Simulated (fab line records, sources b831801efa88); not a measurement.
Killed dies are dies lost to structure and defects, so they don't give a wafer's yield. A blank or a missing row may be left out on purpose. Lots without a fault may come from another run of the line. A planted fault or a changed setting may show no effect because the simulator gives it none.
Problem report in the 8D (eight disciplines) form, filled by code | flow gf180mcu | the parts of the form that need people (team, actions taken, sign-off) are left out

1. THE PROBLEM
temp_c at GF_SAB_WET_ETCH_12 reads a mean of 18.14 C on 3 wafers of 1 lot; wafers without a fault read 24.99 C with a standard deviation of 0.1. That is -68 standard deviations from the usual mean.
The step: etches SiO2 in dHF, target depth 22 nm, time 440 s.
First seen on wafer L666.2, day 16 13:07, on wet_bench-01. The record holds 39 wafers of 13 lots with a number at this step. Rule for "out", or "out of limits": more than 4 standard deviations from the usual mean. The other wafers with a number count as sound.

2. WHAT IT IS AND WHAT IT IS NOT
question                    | is                         | is not
which readings at this step | temp_c, bath_heat_duty_pct | -
which lots                  | L666                       | L662, L663, L664, L675, L676, L677, L678, L679, L681, L682, L684, L685
which wafers of those lots  | all that have a number     | -
read on which tools         | wet_bench-01               | wet_bench-02, wet_bench-03
when                        | from day 16 13:07          | up to then (9 sound wafers); but 27 sound wafers of L675, L676, L677, L678, L679, L681, L682, L684, L685 came after

3. SUSPECTS, AND WHAT RULES EACH OUT
Counting: a tool at a process step up to the reading stays a suspect if it ran every lot that is out and no sound lot after the first of them.
- wet_bench-01 at GF_SAB_WET_ETCH_12 (etches SiO2 in dHF, target depth 22 nm, time 440 s): ruled out as a lasting fault. Sound lots L677, L681, L684 ran on it after its first lot that is out, L666 (day 16 13:07).
Left after counting: nothing in the record.

4. THE CAUSE (what the simulator had put in)
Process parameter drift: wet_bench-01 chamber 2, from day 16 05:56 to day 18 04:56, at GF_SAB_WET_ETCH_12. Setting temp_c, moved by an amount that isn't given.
Counting ruled it out, wrongly.

5. THE CHAIN OF EFFECTS, in route order
Each row: a reading whose mean over the struck wafers that have a number lies more than 3 standard deviations from the usual. Only readings for which the record gives a usual standard deviation are gone through. hours: the time from each lot's start at the first step in this table that gives one to its start at this step, as a median over the lots. sigmas: the change in usual standard deviations.
hours | step               | reading            | usual   | on struck wafers | change | sigmas
0     | GF_SAB_WET_ETCH_12 | bath_heat_duty_pct | 6.4 %   | 0.0              | -6.4   | -8.9
0     | GF_SAB_WET_ETCH_12 | temp_c             | 24.99 C | 18.14            | -6.85  | -68
The process steps in it:
- GF_SAB_WET_ETCH_12: etches SiO2 in dHF, target depth 22 nm, time 440 s.

6. WHAT WOULD HAVE CAUGHT IT SOONER
In this record the first reading out of limits was taken at day 16 13:07, 7 hours after the fault began at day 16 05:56.
